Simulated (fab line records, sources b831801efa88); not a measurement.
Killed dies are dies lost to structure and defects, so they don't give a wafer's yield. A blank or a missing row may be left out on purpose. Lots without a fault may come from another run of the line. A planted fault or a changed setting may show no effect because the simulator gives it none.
Problem report in the 8D (eight disciplines) form, filled by code | flow sky130 | the parts of the form that need people (team, actions taken, sign-off) are left out

1. THE PROBLEM
cd_nm at SKY_SD_N_CD_MEAS_07 reads a mean of 347.2 nm on 2 wafers of 2 lots; wafers without a fault read 379.8 nm with a standard deviation of 2.8. That is -12 standard deviations from the usual mean.
The step: target cd 380 nm.
First seen on wafer L525.6, day 30 18:17, on cd_sem-01. The record holds 35 wafers of 12 lots with a number at this step. Rule for "out", or "out of limits": more than 4 standard deviations from the usual mean. The other wafers with a number count as sound.

2. WHAT IT IS AND WHAT IT IS NOT
question                    | is                   | is not
which readings at this step | cd_nm                | -
which lots                  | L525, L528           | L517, L518, L530, L532, L534, L535, L537, L538, L539, L540
which wafers of those lots  | L525.6, L528.4       | L525.1, L528.2, L528.5
read on which gauges        | cd_sem-01, cd_sem-02 | -
when                        | from day 30 18:17    | up to then (7 sound wafers); but 26 sound wafers of L528, L530, L532, L534, L535, L537, L538, L539, L540 came after

3. SUSPECTS, AND WHAT RULES EACH OUT
Counting: a tool at a process step up to the reading stays a suspect if it ran every lot that is out. Sound lots after the first of them don't rule it out here, since some wafers of a struck lot are sound.
- the gauge at SKY_SD_N_CD_MEAS_07: ruled out. The wafers that are out were read on 2 gauges (cd_sem-01, cd_sem-02).
- plasma_asher-04 at SKY_LDD_HVP_STRIP_09 (strips in O2/N2): kept. It ran every lot that is out, first L525 (day 24 15:13); its last sound lot up to then is L517 (day 21 06:59).
- iline_stepper-01 at SKY_SD_N_EXPOSE_04 (exposes mask NSDM, target cd 380 nm): kept. It ran every lot that is out, first L525 (day 30 05:10); its last sound lot up to then is L518 (day 27 09:39).
Left after counting: plasma_asher-04 at SKY_LDD_HVP_STRIP_09, iline_stepper-01 at SKY_SD_N_EXPOSE_04.

4. THE CAUSE (what the simulator had put in)
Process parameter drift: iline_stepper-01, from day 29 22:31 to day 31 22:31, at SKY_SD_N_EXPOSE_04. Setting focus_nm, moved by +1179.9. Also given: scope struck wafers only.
Counting left 2 suspects, and this tool is among them.

5. THE CHAIN OF EFFECTS, in route order
Each row: a reading whose mean over the struck wafers that have a number lies more than 3 standard deviations from the usual. Only readings for which the record gives a usual standard deviation are gone through. hours: the time from each lot's start at the first step in this table that gives one to its start at this step, as a median over the lots. sigmas: the change in usual standard deviations.
hours | step                | reading | usual    | on struck wafers | change | sigmas
0     | SKY_SD_N_CD_MEAS_07 | cd_nm   | 379.8 nm | 347.2            | -32.6  | -12

6. WHAT WOULD HAVE CAUGHT IT SOONER
In this record the first reading out of limits at a measuring or inspecting step was taken at day 30 18:17, 20 hours after the fault began at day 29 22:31.
Of the tool readings at SKY_SD_N_EXPOSE_04 for which the record gives a usual standard deviation, none was out on any struck wafer, so an alarm limit of 4 standard deviations on them would not have fired.
Of the lots that are out (2), L528 began SKY_SD_N_EXPOSE_04 on iline_stepper-01 after day 30 18:17. A hold on the tool at that time would have spared it.
